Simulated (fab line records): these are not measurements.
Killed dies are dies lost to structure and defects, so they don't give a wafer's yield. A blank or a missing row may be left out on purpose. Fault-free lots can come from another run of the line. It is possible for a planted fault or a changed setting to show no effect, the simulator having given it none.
A lot that was struck, set against a sound lot    flow gf180mcu    40 out of 602 route steps
Sound: these wafers, L828.1, L828.5, L828.6. Struck: wafer L830.1. (L830.2 of the same lot was not struck and is left out.) The cause comes at the end.
Per side, at each step with rows, come the tool, then ch with its chambers, and then its first start. Under that, the readings that differ: sound wafers    struck wafers    difference of the means    sigmas: that difference in standard deviations of wafers without a fault.
alike: readings with means less than 2 such deviations apart, plus words and numbers identical on both sides. not compared: withheld readings, readings lacking a value on some wafer, bounds such as >300 that could conceal the same value, and numbers that have no deviation in the record and whose values overlap.
The two part at a step that has a row with sigmas, a row that says differs or no value, or rows on one side only. Numbers that have no deviation but don't overlap get no sigmas and don't part them. A reading missing from all wafers of one side parts the sides only when that side holds two or more wafers.

GF_SAB_STRIP_13: strips in O2/N2.
  sound on plasmaAsher-02 ch 0,1, day 16 16:07; struck on plasmaAsher-01 ch 1, day 17 18:06
reading                       sound                 struck  difference  sigmas
chamberPressureMTorr (mTorr)  1498.8 1499.5 1499.6  1504.1  +4.8        +3
oesProductAu (a.u.)           0.717 0.711 0.706     0.721   +0.010      +2
  alike: drypumpMotorCurrentA, heaterPowerW, stripTimeToEndpointS
  not compared: rfHoursCounterH
then, 4 steps without rows for these wafers: GF_SALICIDE_CLEAN_00 (cleans in SC1/SC2, time 150 s); GF_SALICIDE_WET_ETCH_01 (etches SiO2 in dHF, target depth 5 nm, time 100 s); GF_SALICIDE_SPUTTER_02 (material Co, target thk 10 nm, time 20 s); GF_SALICIDE_SPUTTER_03 (material TiN, target thk 20 nm, time 16.7 s).
GF_SALICIDE_RS_MEAS_04: measures by four-point-probe.
  struck on filmMetro-03, day 17 18:20; sound on filmMetro-02, day 16 16:22
  alike: SALICIDE_TIN_RS
GF_SALICIDE_THK_MEAS_05: measures by xrf.
  struck on filmMetro-03, day 17 18:28; sound on filmMetro-02, day 16 16:29
  alike: SALICIDE_TIN_THK
then, 2 steps without rows for these wafers: GF_SALICIDE_RTA_06 (time 30 s); GF_SALICIDE_WET_ETCH_07 (etches the open film in SPM, target depth 120 nm).
GF_SALICIDE_RTA_08: time 30 s.
  sound on rtpAnneal-02 ch 0, day 16 16:44; struck on rtpAnneal-02 ch 0, day 17 18:43
  alike: lampPowerPct, wafer_temp_C_max
then, 1 step without rows for these wafers: GF_CONTACT_CVD_00 (deposits SiO2, target thk 300 nm, time 50 s).
GF_CONTACT_THK_MEAS_01:
  struck on filmMetro-03, day 17 18:52; sound on filmMetro-03, day 16 16:53
  alike: CONTACT_CVD_00_THK
GF_CONTACT_CVD_02: deposits SiO2 from TEOS, target thk 860 nm, time 95.992 s.
  sound on pecvd-02 ch 1,2, day 16 16:56; struck on pecvd-02 ch 2, day 17 18:55
reading                                  sound              struck  difference  sigmas
model.SiO2_of_CONTACT_CVD_02.thkNm (nm)  844.7 850.8 852.9  308.9   -540.6      
  alike: heaterPowerW
  not compared: sinceWetCleanH
GF_CONTACT_THK_MEAS_03:
  struck on filmMetro-01, day 17 18:59; sound on filmMetro-01, day 16 17:01
reading                  sound        struck  difference  sigmas
CONTACT_CVD_02_THK (nm)  845 851 853  309     -541        -42
GF_CONTACT_CMP_04: polishes SiO2.
  sound on cmp-01 ch 0,3, day 16 17:04; struck on cmp-01 ch 0, day 17 19:09
reading              sound       struck  difference  sigmas
timeToEndpointS (s)  99 105 102  41      -61         -10
  alike: motorCurrentA, slurryFilterDpKPa
GF_CONTACT_BOW_MEAS_05:
  struck on filmMetro-03, day 17 19:21; sound on filmMetro-02, day 16 17:22
  alike: CONTACT_BOW
then, 8 steps without rows for these wafers: GF_CONTACT_DEHYDRATE_06 (time 60 s); GF_CONTACT_HMDS_07 (prime time 60 s); GF_CONTACT_COAT_08; GF_CONTACT_COAT_09 (resist thk 1000 nm); GF_CONTACT_SOFTBAKE_10 (time 60 s); GF_CONTACT_EXPOSE_11 (exposes mask Contact, target cd 220 nm); GF_CONTACT_PEB_12 (peb time 90 s); GF_CONTACT_DEVELOP_13 (develop time 60 s).
GF_CONTACT_CD_MEAS_14: the cd target is 220 nm.
  struck on cdSem-02, day 18 19:03; sound on cdSem-02, day 17 17:12
reading    sound              struck  difference  sigmas
cdNm (nm)  220.9 221.2 220.8  223.9   +2.9        +2
GF_CONTACT_OVL_MEAS_15:
  struck on overlay-01, day 18 19:10; sound on overlay-01, day 17 17:19
  alike: CONTACT_OVL
then, 1 step without rows for these wafers: GF_CONTACT_ETCH_16 (etches BARC in N2/H2).
GF_CONTACT_ETCH_17: etches SiO2 in C4F8/O2/Ar, stops on CoSi2, target depth 860 nm.
  sound on rieDiel-01 ch 0,1; struck on rieDiel-04 ch 1
reading                            sound              struck  difference  sigmas
oesProductAu (a.u.)                0.817 0.815 0.810  0.685   -0.129      -29
model.CONTACT.featureDepthNm (nm)  860.1 854.9 857.8  605.6   -252.0      
model.etch.depthNm (nm)            860.1 854.9 857.8  605.6   -252.0      
  alike: chamberPressureMTorr
GF_CONTACT_STRIP_18: strips in O2/N2.
  sound on plasmaAsher-04 ch 0,1, day 17 17:31; struck on plasmaAsher-01 ch 0, day 18 19:22
reading              sound              struck  difference  sigmas
oesProductAu (a.u.)  0.578 0.580 0.573  0.587   +0.010      +2
  alike: chamberPressureMTorr, drypumpMotorCurrentA, heaterPowerW
  not compared: rfHoursCounterH
then, 5 steps without rows for these wafers: GF_CONTACT_CLEAN_19 (cleans in SPM); GF_CONTACT_CLEAN_20 (cleans in DIW); GF_CONTACT_CLEAN_21 (cleans in dHF, time 20 s); GF_CONTACT_SPUTTER_22 (material Ti, target thk 15 nm, time 80.02 s); GF_CONTACT_SPUTTER_23 (material TiN, target thk 10 nm, time 40 s).
GF_CONTACT_CVD_24: deposits W, target thk 300 nm, time 90.339 s.
  sound on cvdW-01 ch 1, day 17 17:55; struck on cvdW-01 ch 1, day 18 19:46
  alike: heaterPowerW
  not compared: sinceWetCleanH
GF_CONTACT_RS_MEAS_25: measures by four-point-probe.
  struck on filmMetro-03, day 18 19:52; sound on filmMetro-02, day 17 18:07
  alike: CONTACT_W_RS
GF_CONTACT_THK_MEAS_26: measures by xrf.
  struck on filmMetro-03, day 18 19:59; sound on filmMetro-02, day 17 18:14
  alike: CONTACT_W_THK
GF_CONTACT_CMP_27: polishes, stops on SiO2, t overpolish 15 s, target thk 0 nm.
  sound on cmp-01 ch 1,2,3, day 17 18:24; struck on cmp-02 ch 2, day 18 20:10
reading                                  sound              struck  difference  sigmas
slurryFilterDpKPa (kPa)                  13.52 13.64 13.46  13.26   -0.28       -2
model.SiO2_of_CONTACT_CVD_02.thkNm (nm)  552.3 551.4 550.3  302     -249        
  alike: motorCurrentA, overpolishRunS, timeToEndpointS
GF_M1_SPUTTER_00: material Ti, target thk 37.5 nm, time 150 s.
  struck on pvdSputter-01, day 18 20:28; sound on pvdSputter-02, day 17 18:36
  alike: throttleValvePct
-- the record jumps here: 12 days lie between the struck wafers' starts before and after (it left off in module M1 and takes up again in module PASSIVATION, whose first step shown is number 602 of the route) --
GF_PASSIVATION_PROBE_99:
  struck on prober-02, day 31 06:09; sound on prober-01, day 30 10:05
reading                         sound              struck  difference  sigmas
model.etest.contactPoly.rcOhm   5.752 5.625 5.719  4.911   -0.788      
model.etest.contactPplus.rcOhm  5.137 5.146 5.101  4.279   -0.849      
model.etest.contactNplus.rcOhm  5.085 5.136 5.096  4.184   -0.922      

== WHERE THEY PART ==
At GF_SAB_STRIP_13 first; at GF_CONTACT_CMP_27 last (within this record only). Later steps at which nothing parts them and some readings are alike: GF_M1_SPUTTER_00.

WHY: whatever the simulator had introduced
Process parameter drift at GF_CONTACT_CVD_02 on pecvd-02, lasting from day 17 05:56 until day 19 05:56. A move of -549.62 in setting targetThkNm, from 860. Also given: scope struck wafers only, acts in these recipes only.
